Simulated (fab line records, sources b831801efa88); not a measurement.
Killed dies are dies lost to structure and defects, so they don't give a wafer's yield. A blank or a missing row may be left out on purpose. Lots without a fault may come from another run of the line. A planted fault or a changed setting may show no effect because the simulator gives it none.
A sampling plan put to the test | flow gf180mcu | one fab line, 49 faults that these records tell of, each judged on the records of the lots that it struck
The plan is the line's own looks: the steps of the route at which a gauge or an inspection reads the wafer and doesn't change it. A look can be judged if struck wafers have a number there and the file gives its usual mean and standard deviation on fault-free wafers. Caught: at a look after the fault's first step, the mean of the struck wafers lies 4 or more of those standard deviations (sigma) from the usual mean. On the tool: the same test on the tool's own readings at the fault's steps. Another recipe on the struck wafers, or a record that is blank for them alone, also counts as caught.

THE FAULTS, as the simulator had put them in
1. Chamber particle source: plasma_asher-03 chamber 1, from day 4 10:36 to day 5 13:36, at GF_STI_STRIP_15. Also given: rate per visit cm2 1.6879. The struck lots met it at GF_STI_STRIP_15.
2. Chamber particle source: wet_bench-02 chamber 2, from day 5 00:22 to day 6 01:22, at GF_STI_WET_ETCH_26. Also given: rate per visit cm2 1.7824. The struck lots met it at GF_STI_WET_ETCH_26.
3. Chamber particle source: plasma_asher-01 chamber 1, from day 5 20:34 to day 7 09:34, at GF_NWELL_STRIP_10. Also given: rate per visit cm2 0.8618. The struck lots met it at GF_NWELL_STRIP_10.
4. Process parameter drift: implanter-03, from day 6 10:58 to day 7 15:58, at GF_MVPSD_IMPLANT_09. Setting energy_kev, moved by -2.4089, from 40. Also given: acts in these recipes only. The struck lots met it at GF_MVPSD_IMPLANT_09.
5. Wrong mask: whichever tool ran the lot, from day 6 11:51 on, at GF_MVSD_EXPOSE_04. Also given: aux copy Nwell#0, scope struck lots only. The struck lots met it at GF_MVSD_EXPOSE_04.
6. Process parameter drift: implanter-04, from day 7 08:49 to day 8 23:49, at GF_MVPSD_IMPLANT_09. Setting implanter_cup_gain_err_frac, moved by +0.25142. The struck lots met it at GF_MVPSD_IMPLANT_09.
7. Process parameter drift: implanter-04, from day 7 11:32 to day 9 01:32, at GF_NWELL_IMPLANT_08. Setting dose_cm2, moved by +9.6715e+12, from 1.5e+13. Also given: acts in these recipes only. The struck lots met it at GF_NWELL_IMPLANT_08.
8. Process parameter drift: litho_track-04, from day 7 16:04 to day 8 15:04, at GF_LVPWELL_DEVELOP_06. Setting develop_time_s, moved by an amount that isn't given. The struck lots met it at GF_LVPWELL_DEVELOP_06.
9. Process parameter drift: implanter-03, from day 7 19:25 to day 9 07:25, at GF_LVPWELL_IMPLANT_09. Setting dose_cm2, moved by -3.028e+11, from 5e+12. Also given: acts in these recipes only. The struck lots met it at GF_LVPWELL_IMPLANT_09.
10. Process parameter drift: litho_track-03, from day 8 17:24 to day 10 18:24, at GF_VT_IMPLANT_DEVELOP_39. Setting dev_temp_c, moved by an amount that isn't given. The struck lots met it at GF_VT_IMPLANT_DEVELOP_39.
11. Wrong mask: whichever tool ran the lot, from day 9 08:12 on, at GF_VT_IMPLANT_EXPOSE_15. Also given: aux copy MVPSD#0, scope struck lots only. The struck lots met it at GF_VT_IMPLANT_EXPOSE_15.
12. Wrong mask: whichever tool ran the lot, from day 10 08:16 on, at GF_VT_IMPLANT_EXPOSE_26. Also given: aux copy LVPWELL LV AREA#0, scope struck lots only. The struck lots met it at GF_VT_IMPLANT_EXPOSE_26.
13. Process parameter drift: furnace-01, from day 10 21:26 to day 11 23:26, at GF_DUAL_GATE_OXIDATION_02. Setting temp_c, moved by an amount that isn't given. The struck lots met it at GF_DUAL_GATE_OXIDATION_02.
14. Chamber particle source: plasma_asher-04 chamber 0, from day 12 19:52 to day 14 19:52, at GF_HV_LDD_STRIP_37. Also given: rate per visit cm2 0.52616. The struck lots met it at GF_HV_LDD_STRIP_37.
15. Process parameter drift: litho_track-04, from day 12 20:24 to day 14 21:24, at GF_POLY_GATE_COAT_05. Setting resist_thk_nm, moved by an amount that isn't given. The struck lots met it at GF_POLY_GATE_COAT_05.
16. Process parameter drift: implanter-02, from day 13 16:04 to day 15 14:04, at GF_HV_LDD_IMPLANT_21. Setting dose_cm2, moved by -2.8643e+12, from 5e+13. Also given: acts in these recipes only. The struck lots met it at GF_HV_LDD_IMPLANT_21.
17. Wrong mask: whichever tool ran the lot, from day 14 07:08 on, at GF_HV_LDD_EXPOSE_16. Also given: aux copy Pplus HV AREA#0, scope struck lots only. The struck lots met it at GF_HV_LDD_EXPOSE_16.
18. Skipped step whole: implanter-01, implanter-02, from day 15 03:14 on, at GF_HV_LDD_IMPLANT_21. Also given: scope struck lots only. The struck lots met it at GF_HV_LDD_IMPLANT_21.
19. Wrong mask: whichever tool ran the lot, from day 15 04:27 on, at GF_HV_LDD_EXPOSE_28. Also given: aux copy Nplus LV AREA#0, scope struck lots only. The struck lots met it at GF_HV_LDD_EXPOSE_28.
20. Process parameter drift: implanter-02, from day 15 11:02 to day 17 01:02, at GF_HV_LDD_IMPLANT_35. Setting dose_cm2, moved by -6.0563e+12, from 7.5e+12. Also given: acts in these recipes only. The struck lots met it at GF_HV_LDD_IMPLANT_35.
21. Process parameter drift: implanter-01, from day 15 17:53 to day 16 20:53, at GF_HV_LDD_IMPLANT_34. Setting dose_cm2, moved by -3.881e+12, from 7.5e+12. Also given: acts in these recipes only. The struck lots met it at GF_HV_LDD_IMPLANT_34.
22. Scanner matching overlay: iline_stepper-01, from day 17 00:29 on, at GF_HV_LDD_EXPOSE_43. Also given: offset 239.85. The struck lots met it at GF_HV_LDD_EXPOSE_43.
23. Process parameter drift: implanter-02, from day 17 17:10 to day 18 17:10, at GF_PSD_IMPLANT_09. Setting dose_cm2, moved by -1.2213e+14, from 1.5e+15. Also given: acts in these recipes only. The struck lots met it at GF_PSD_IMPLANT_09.
24. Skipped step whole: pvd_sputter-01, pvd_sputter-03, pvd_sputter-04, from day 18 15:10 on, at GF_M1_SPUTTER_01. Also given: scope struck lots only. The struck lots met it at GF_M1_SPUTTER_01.
25. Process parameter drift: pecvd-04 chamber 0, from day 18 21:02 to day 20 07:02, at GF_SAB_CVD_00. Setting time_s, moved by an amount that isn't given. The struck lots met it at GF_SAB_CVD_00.
26. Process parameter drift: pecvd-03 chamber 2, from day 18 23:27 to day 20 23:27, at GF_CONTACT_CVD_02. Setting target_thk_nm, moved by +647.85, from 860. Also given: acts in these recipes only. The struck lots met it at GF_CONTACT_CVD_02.
27. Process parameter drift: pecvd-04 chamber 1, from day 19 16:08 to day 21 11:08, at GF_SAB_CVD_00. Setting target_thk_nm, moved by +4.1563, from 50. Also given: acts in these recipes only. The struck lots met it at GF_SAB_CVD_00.
28. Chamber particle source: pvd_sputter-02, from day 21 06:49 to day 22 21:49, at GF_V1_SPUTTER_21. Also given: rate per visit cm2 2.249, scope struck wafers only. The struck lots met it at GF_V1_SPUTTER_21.
29. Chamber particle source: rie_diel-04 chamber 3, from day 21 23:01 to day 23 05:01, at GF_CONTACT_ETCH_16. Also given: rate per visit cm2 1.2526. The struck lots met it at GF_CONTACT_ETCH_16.
30. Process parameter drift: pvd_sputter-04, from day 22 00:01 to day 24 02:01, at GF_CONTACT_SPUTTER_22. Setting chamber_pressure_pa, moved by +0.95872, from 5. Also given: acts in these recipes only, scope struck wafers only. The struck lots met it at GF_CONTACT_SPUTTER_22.
31. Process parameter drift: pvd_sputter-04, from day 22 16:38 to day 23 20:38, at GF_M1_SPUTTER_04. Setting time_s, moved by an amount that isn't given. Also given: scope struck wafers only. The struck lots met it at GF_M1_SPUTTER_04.
32. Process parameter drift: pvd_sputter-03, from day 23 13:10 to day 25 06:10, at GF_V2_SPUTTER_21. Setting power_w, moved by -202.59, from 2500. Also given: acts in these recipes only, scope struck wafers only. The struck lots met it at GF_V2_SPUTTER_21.
33. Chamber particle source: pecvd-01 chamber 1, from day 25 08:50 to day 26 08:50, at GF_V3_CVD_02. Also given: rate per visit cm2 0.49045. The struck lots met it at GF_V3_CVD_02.
34. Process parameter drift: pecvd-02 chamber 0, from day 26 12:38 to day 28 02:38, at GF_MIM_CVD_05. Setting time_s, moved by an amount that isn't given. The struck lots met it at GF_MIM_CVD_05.
35. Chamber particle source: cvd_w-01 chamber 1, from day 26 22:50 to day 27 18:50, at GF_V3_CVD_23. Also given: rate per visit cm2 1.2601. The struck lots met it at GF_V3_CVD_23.
36. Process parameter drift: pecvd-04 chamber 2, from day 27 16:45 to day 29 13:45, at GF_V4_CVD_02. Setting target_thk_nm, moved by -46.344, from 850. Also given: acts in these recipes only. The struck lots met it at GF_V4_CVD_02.
37. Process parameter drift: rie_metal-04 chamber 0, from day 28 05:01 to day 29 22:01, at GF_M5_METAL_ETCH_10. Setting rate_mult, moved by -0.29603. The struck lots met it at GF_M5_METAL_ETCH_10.
38. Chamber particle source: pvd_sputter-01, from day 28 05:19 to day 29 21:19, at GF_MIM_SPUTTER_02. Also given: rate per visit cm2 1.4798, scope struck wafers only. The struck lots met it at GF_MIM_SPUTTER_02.
39. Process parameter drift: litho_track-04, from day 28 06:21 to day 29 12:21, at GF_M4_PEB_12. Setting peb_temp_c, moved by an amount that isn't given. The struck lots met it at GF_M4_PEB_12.
40. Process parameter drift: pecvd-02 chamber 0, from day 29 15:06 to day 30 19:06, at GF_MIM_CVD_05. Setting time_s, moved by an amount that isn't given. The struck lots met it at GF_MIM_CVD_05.
41. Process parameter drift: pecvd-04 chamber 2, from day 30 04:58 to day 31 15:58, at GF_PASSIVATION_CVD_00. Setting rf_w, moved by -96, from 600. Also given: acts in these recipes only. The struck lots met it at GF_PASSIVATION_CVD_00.
42. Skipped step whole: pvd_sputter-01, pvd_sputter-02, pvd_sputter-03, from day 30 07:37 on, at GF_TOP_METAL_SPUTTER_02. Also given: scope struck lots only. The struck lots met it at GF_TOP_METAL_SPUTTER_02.
43. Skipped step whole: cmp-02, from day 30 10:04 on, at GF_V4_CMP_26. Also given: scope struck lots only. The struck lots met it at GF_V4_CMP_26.
44. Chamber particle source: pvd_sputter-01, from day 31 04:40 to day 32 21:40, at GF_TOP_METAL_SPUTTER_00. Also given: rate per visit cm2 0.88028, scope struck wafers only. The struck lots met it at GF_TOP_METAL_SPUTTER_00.
45. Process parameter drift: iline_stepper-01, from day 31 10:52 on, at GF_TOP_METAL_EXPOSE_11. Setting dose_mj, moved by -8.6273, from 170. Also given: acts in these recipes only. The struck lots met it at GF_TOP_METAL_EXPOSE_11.
46. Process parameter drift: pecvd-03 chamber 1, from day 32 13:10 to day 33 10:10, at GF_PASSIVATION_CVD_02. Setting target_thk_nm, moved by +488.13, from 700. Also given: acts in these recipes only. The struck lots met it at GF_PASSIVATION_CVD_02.
47. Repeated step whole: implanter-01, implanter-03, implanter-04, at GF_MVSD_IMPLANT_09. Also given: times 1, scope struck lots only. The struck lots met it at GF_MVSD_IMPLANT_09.
48. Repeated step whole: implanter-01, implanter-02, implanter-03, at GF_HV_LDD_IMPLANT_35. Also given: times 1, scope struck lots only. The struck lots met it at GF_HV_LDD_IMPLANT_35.
49. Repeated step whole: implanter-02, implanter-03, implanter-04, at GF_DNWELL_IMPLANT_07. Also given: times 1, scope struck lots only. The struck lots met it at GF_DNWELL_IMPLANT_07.

WHAT THE PLAN SAW
fault | on the tool itself                               | first look that catches it                      | reading, sigma                                       | median hours from its first step to that look | hours from the fault's start to the first struck lot there | judged looks passed uncaught
1     | under 2 sigma                                    | no look after it can be judged                  | -                                                    | -                                             | -                                                          | 0
2     | no reading that can be judged                    | none of the 2 looks that can be judged after it | -                                                    | -                                             | -                                                          | 2
3     | under 2 sigma                                    | not the one look that can be judged after it    | -                                                    | -                                             | -                                                          | 1
4     | beam_energy_keV -99 or beyond sigma              | no look after it can be judged                  | -                                                    | -                                             | -                                                          | 0
5     | no reading that can be judged                    | GF_MVSD_TW_MEAS_11                              | MVSD_TW -99 or beyond                                | 7.8                                           | 9                                                          | 0
6     | faraday_current_uA +12 sigma                     | GF_VT_IMPLANT_RS_MEAS_49                        | MVPSD_RS +13                                         | 68.5                                          | 72                                                         | 0
7     | dose_ions_cm2 +99 or beyond sigma                | GF_NWELL_TW_MEAS_11                             | NWELL_TW +35                                         | 0.4                                           | 19                                                         | 0
8     | under 2 sigma                                    | none of the 6 looks that can be judged after it | -                                                    | -                                             | -                                                          | 6
9     | dose_ions_cm2 -53 sigma                          | GF_VT_IMPLANT_RS_MEAS_48                        | LVPWELL_RS +5.0                                      | 107.3                                         | 112                                                        | 0
10    | developer_temp_C -7.3 sigma                      | not the one look that can be judged after it    | -                                                    | -                                             | -                                                          | 1
11    | under 2 sigma                                    | GF_VT_IMPLANT_TW_MEAS_21                        | VT_IMPLANT_2_TW -99 or beyond                        | 8.7                                           | 11                                                         | 0
12    | no reading that can be judged                    | GF_VT_IMPLANT_TW_MEAS_32                        | VT_IMPLANT_3_TW -99 or beyond                        | 9.4                                           | 13                                                         | 0
13    | tube_center_temp_C -99 or beyond sigma           | GF_DUAL_GATE_THK_MEAS_03                        | DUAL_GATE_OXIDATION_00_THK -5.9                      | 1.4                                           | 7                                                          | 0
14    | under 2 sigma                                    | not the one look that can be judged after it    | -                                                    | -                                             | -                                                          | 1
15    | no reading that can be judged                    | none of the 2 looks that can be judged after it | -                                                    | -                                             | -                                                          | 2
16    | dose_ions_cm2 -48 sigma                          | not the one look that can be judged after it    | strongest: HV_LDD_2_TW at GF_HV_LDD_TW_MEAS_23, -3.0 | -                                             | -                                                          | 1
17    | no reading that can be judged                    | GF_HV_LDD_TW_MEAS_23                            | HV_LDD_2_TW -99 or beyond                            | 11.2                                          | 18                                                         | 0
18    | the tool's record is blank for the struck wafers | GF_HV_LDD_TW_MEAS_23                            | HV_LDD_2_TW -99 or beyond                            | 0.2                                           | 3                                                          | 0
19    | no reading that can be judged                    | GF_HV_LDD_TW_MEAS_38                            | HV_LDD_3_TW -99 or beyond                            | 11.5                                          | 18                                                         | 0
20    | dose_ions_cm2 -99 or beyond sigma                | GF_HV_LDD_TW_MEAS_38                            | HV_LDD_3_TW -14                                      | 0.4                                           | 12                                                         | 0
21    | dose_ions_cm2 -99 or beyond sigma                | GF_HV_LDD_TW_MEAS_38                            | HV_LDD_3_TW -8.7                                     | 0.5                                           | 11                                                         | 0
22    | no reading that can be judged                    | GF_HV_LDD_OVL_MEAS_47                           | HV_LDD_03_OVL +99 or beyond                          | 11.3                                          | 18                                                         | 0
23    | dose_ions_cm2 -72 sigma                          | GF_PSD_TW_MEAS_11                               | PSD_TW -4.2                                          | 0.2                                           | 5                                                          | 0
24    | the tool's record is blank for the struck wafers | not the one look that can be judged after it    | -                                                    | -                                             | -                                                          | 1
25    | under 2 sigma                                    | GF_SAB_THK_MEAS_01                              | SAB_CVD_00_THK -16                                   | 0.0                                           | 26                                                         | 0
26    | only faintly: heater_power_w +2.1 sigma          | GF_CONTACT_THK_MEAS_03                          | CONTACT_CVD_02_THK +54                               | 0.1                                           | 11                                                         | 0
27    | under 2 sigma                                    | GF_SAB_THK_MEAS_01                              | SAB_CVD_00_THK +4.2                                  | 0.0                                           | 7                                                          | 0
28    | under 2 sigma                                    | none of the 2 looks that can be judged after it | -                                                    | -                                             | -                                                          | 2
29    | under 2 sigma                                    | none of the 6 looks that can be judged after it | -                                                    | -                                             | -                                                          | 6
30    | chamber_pressure_pa +85 sigma                    | no look after it can be judged                  | -                                                    | -                                             | -                                                          | 0
31    | under 2 sigma                                    | none of the 7 looks that can be judged after it | -                                                    | -                                             | -                                                          | 7
32    | cathode_dc_power_W -99 or beyond sigma           | no look after it can be judged                  | -                                                    | -                                             | -                                                          | 0
33    | under 2 sigma                                    | no look after it can be judged                  | -                                                    | -                                             | -                                                          | 0
34    | run_length_s +7.1 sigma                          | GF_MIM_THK_MEAS_06                              | MIM_CVD_05_THK +7.0                                  | 0.0                                           | 7                                                          | 0
35    | under 2 sigma                                    | not the one look that can be judged after it    | -                                                    | -                                             | -                                                          | 1
36    | under 2 sigma                                    | GF_V4_THK_MEAS_03                               | V4_CVD_02_THK -4.5                                   | 0.1                                           | 15                                                         | 0
37    | oes_product_au -26 sigma                         | no look after it can be judged                  | -                                                    | -                                             | -                                                          | 0
38    | under 2 sigma                                    | no look after it can be judged                  | -                                                    | -                                             | -                                                          | 0
39    | heater_power_total_W -55 sigma                   | GF_M4_CD_MEAS_14                                | cd_nm +15                                            | 0.3                                           | 10                                                         | 0
40    | run_length_s -20 sigma                           | GF_MIM_THK_MEAS_06                              | MIM_CVD_05_THK -23                                   | 0.0                                           | 1                                                          | 0
41    | under 2 sigma                                    | GF_PASSIVATION_THK_MEAS_01                      | PASSIVATION_CVD_00_THK -4.5                          | 0.1                                           | 32                                                         | 0
42    | the tool's record is blank for the struck wafers | GF_TOP_METAL_RS_MEAS_05                         | TOP_METAL_ALCU_RS +99 or beyond                      | 0.1                                           | 4                                                          | 0
43    | the tool's record is blank for the struck wafers | no look after it can be judged                  | -                                                    | -                                             | -                                                          | 0
44    | under 2 sigma                                    | no look after it can be judged                  | -                                                    | -                                             | -                                                          | 0
45    | exposure_dose_mJ_cm2 -48 sigma                   | GF_TOP_METAL_CD_MEAS_14                         | cd_nm +6.9                                           | 8.2                                           | 12                                                         | 0
46    | under 2 sigma                                    | GF_PASSIVATION_THK_MEAS_03                      | PASSIVATION_CVD_02_THK +55                           | 0.3                                           | 5                                                          | 0
47    | under 2 sigma                                    | GF_MVSD_TW_MEAS_11                              | MVSD_TW +6.5                                         | 0.6                                           | -                                                          | 0
48    | under 2 sigma                                    | GF_HV_LDD_TW_MEAS_38                            | HV_LDD_3_TW +14                                      | 0.8                                           | -                                                          | 0
49    | under 2 sigma                                    | GF_DNWELL_TW_MEAS_09                            | DNWELL_TW +41                                        | 0.6                                           | -                                                          | 0
A dash: the fault isn't caught, or these records don't give the number.

Caught at a look: 28 of 49. Caught on the tool: 21 of 49. By one or the other: 36 of 49.
Caught on the tool alone: faults 4, 10, 16, 24, 30, 32, 37, 43.
Caught at a look alone: faults 5, 11, 12, 17, 19, 22, 25, 26, 27, 36, 41, 46, 47, 48, 49.
Caught by neither: faults 1, 2, 3, 8, 14, 15, 28, 29, 31, 33, 35, 38, 44.

THINNER SAMPLING
If the look that catches a fault measured only every second or every third lot, by lot number, the first struck lot would be measured this late in the worst case:
fault | struck lots at that look, in order of time | every lot | every second lot | every third lot
5     | L582                                       | 9 h       | may miss it      | may miss it
6     | L450, L451                                 | 72 h      | 78 h             | may miss all 2
7     | L301, L302                                 | 19 h      | 24 h             | may miss all 2
9     | L584, L587                                 | 112 h     | 130 h            | may miss all 2
11    | L605                                       | 11 h      | may miss it      | may miss it
12    | L717                                       | 13 h      | may miss it      | may miss it
13    | L605, L607, L606                           | 7 h       | 15 h             | 15 h
17    | L948                                       | 18 h      | may miss it      | may miss it
18    | L501, L500, L502                           | 3 h       | 4 h              | 18 h
19    | L468                                       | 18 h      | may miss it      | may miss it
20    | L775, L778                                 | 12 h      | 32 h             | may miss all 2
21    | L451, L450                                 | 11 h      | 12 h             | may miss all 2
22    | L981, L983                                 | 18 h      | may miss all 2   | may miss all 2
23    | L899, L900, L901                           | 5 h       | 15 h             | 15 h
25    | L658                                       | 26 h      | may miss it      | may miss it
26    | L455, L458                                 | 11 h      | 36 h             | may miss all 2
27    | L201                                       | 7 h       | may miss it      | may miss it
34    | L273                                       | 7 h       | may miss it      | may miss it
36    | L378                                       | 15 h      | may miss it      | may miss it
39    | L990, L992                                 | 10 h      | may miss all 2   | may miss all 2
40    | L988, L990                                 | 1 h       | may miss all 2   | may miss all 2
41    | L690                                       | 32 h      | may miss it      | may miss it
42    | L500, L501, L502                           | 4 h       | 11 h             | 14 h
45    | L327, L331                                 | 12 h      | may miss all 2   | may miss all 2
46    | L718, L719                                 | 5 h       | 7 h              | may miss all 2
Hours are from the fault's start to the first struck lot that is measured. The limit of 4 sigma was tested on all struck wafers together, so one lot alone may lie under it. Other struck lots may not be in these records.

THE LONGEST TIMED WAY FROM STEP TO LOOK
Fault 9: a median of 107.3 hours passes between GF_LVPWELL_IMPLANT_09 and GF_VT_IMPLANT_RS_MEAS_48. No look between them can be judged.
